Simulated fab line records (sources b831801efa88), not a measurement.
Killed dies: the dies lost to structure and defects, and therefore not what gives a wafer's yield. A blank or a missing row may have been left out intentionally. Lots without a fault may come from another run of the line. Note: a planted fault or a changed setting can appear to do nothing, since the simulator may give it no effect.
Comparing a struck lot with a sound one ; flow sky130 ; 35 steps out of a route of 708
Sound: the wafers L604.2, L604.3, L604.4. Struck: wafers L614.1, L614.2, L614.4. Last of all comes the cause.
Per side, at each step with rows, come the tool, then ch with its chambers, and then its first start. Under that, the readings that differ: sound wafers ; struck wafers ; difference of the means ; sigmas: that difference in standard deviations of wafers without a fault.
alike: readings whose means differ by less than 2 such deviations, and words and numbers that are the same on both sides. not compared: withheld readings, readings that some wafer has no value for, bounds like >300 that may hide the same value, and numbers for which the record gives no deviation and whose values overlap.
The two part at a step that has a row with sigmas, a row that says differs or no value, or rows on one side only. Non-overlapping numbers with no deviation appear without sigmas and do not part them. A reading that every wafer of one side lacks parts them only if that side has two wafers or more.

SKY_SD_P_CD_MEAS_07: the cd target is 380 nm.
  sound on cdSem-01, day 25 04:03; struck on cdSem-02, day 29 00:19
  alike: cdNm
SKY_SD_P_OVL_MEAS_08:
  sound on overlay-02, day 25 04:09; struck on overlay-01, day 29 00:26
  alike: SD_P_OVL
next, for these wafers, 1 step has no rows: SKY_SD_P_IMPLANT_09.
SKY_SD_P_STRIP_10: strips in O2/N2.
  sound on plasmaAsher-02 ch 0,1, day 25 04:20; struck on plasmaAsher-04 ch 0,1, day 29 00:38
  alike: drypumpMotorCurrentA, oesProductAu, stripTimeToEndpointS
  not compared: rfHoursCounterH
SKY_SD_P_TW_MEAS_11:
  sound on filmMetro-04, day 25 04:26; struck on filmMetro-04, day 29 00:44
  alike: SD_P_TW
then, 7 steps without rows for these wafers: SKY_RES_XHIGH_DEHYDRATE_00 (time 60 s); SKY_RES_XHIGH_HMDS_01 (prime time 60 s); SKY_RES_XHIGH_COAT_02 (resist thk 1140 nm); SKY_RES_XHIGH_SOFTBAKE_03 (time 60 s); SKY_RES_XHIGH_EXPOSE_04 (exposes mask URPM, target cd 1270 nm); SKY_RES_XHIGH_PEB_05; SKY_RES_XHIGH_DEVELOP_06 (develop time 60 s).
SKY_RES_XHIGH_IMPLANT_07:
  sound on implanter-01 ch 0, day 26 10:11; struck on implanter-02 ch 0, day 30 05:19
SKY_RES_XHIGH_STRIP_08: strips in O2/N2.
  sound on plasmaAsher-01 ch 0,1, day 26 10:19; struck on plasmaAsher-01 ch 0,1, day 30 05:28
  alike: drypumpMotorCurrentA, oesProductAu, stripTimeToEndpointS
  not compared: rfHoursCounterH
SKY_RES_XHIGH_TW_MEAS_09:
  sound on filmMetro-02, day 26 10:25; struck on filmMetro-02, day 30 05:34
reading;sound;struck;difference;sigmas
RES_XHIGH_TW;1622 1629 1634;1604 1619 1612;-17;-2
then, 7 steps without rows for these wafers: SKY_SD_N_DEHYDRATE_00 (time 60 s); SKY_SD_N_HMDS_01 (prime time 60 s); SKY_SD_N_COAT_02 (resist thk 1140 nm); SKY_SD_N_SOFTBAKE_03 (time 60 s); SKY_SD_N_EXPOSE_04 (exposes mask NSDM, target cd 380 nm); SKY_SD_N_PEB_05; SKY_SD_N_DEVELOP_06 (develop time 60 s).
SKY_SD_N_CD_MEAS_07: the cd target is 380 nm.
  sound on cdSem-02, day 27 16:17; struck on cdSem-01, day 31 08:04
  alike: cdNm
SKY_SD_N_OVL_MEAS_08:
  sound on overlay-01, day 27 16:23; struck on overlay-02, day 31 08:11
  alike: SD_N_OVL
then, 2 steps without rows for these wafers: SKY_SD_N_IMPLANT_09; SKY_SD_N_IMPLANT_10.
SKY_SD_N_STRIP_11: strips in O2/N2.
  sound on plasmaAsher-03 ch 0,1, day 27 16:43; struck on plasmaAsher-01 ch 0,1, day 31 08:31
  alike: drypumpMotorCurrentA, oesProductAu, stripTimeToEndpointS
  not compared: rfHoursCounterH
SKY_SD_N_TW_MEAS_12:
  sound on filmMetro-04, day 27 16:49; struck on filmMetro-02, day 31 08:37
  alike: SD_N_TW
then, 1 step without rows for these wafers: SKY_SD_N_CLEAN_13 (cleans in SC1/SC2, time 150 s).
SKY_SD_N_RTA_14: time 2 s.
  sound on rtpAnneal-02 ch 0, day 27 16:59; struck on rtpAnneal-02 ch 0, day 31 08:44
  alike: chamberO2Ppm, lampPowerPct, wafer_temp_C_max
SKY_SD_N_RS_MEAS_16: measures by four-point-probe.
  sound on filmMetro-04, day 27 17:11; struck on filmMetro-04, day 31 08:54
  alike: SD_N_RS
SKY_SD_N_RS_MEAS_17: measures by four-point-probe.
  sound on filmMetro-04, day 27 17:18; struck on filmMetro-04, day 31 09:01
  alike: SD_P_RS
SKY_SD_N_RS_MEAS_18: measures by four-point-probe.
  sound on filmMetro-04, day 27 17:25; struck on filmMetro-04, day 31 09:08
reading;sound;struck;difference;sigmas
RES_XHIGH_RS (ohm/sq);334.6 333.6 333.6;344.7 343.2 343.7;+9.9;+8
then, 1 step without rows for these wafers: SKY_SALICIDE_CLEAN_00 (cleans in HF-last, time 30 s).
-- the record jumps here: 17 days lie between the struck wafers' starts before and after (it left off in module SALICIDE and takes up again in module PAD_OPEN, whose first step shown is number 708 of the route) --
SKY_PAD_OPEN_PROBE_99:
  sound on prober-01, day 45 15:17; struck on prober-02, day 48 06:35
reading;sound;struck;difference;sigmas
model.etest.resXhighPo.rsOhmSqRange;21.53 30.35 39.71;1863 1951 1888;+1870;
  alike: killed_at_M0_to_M3, killed_at_M4_up, killedAtContacts, killedAtFrontEnd, killedAtOther, killedDies, killedOpen, killedShort

== WHERE THEY PART ==
First at SKY_RES_XHIGH_TW_MEAS_09; last, within this record, at SKY_SD_N_RS_MEAS_18. Later steps at which nothing parts them and some readings are alike: SKY_PAD_OPEN_PROBE_99.

WHY: what had been put in by the simulator
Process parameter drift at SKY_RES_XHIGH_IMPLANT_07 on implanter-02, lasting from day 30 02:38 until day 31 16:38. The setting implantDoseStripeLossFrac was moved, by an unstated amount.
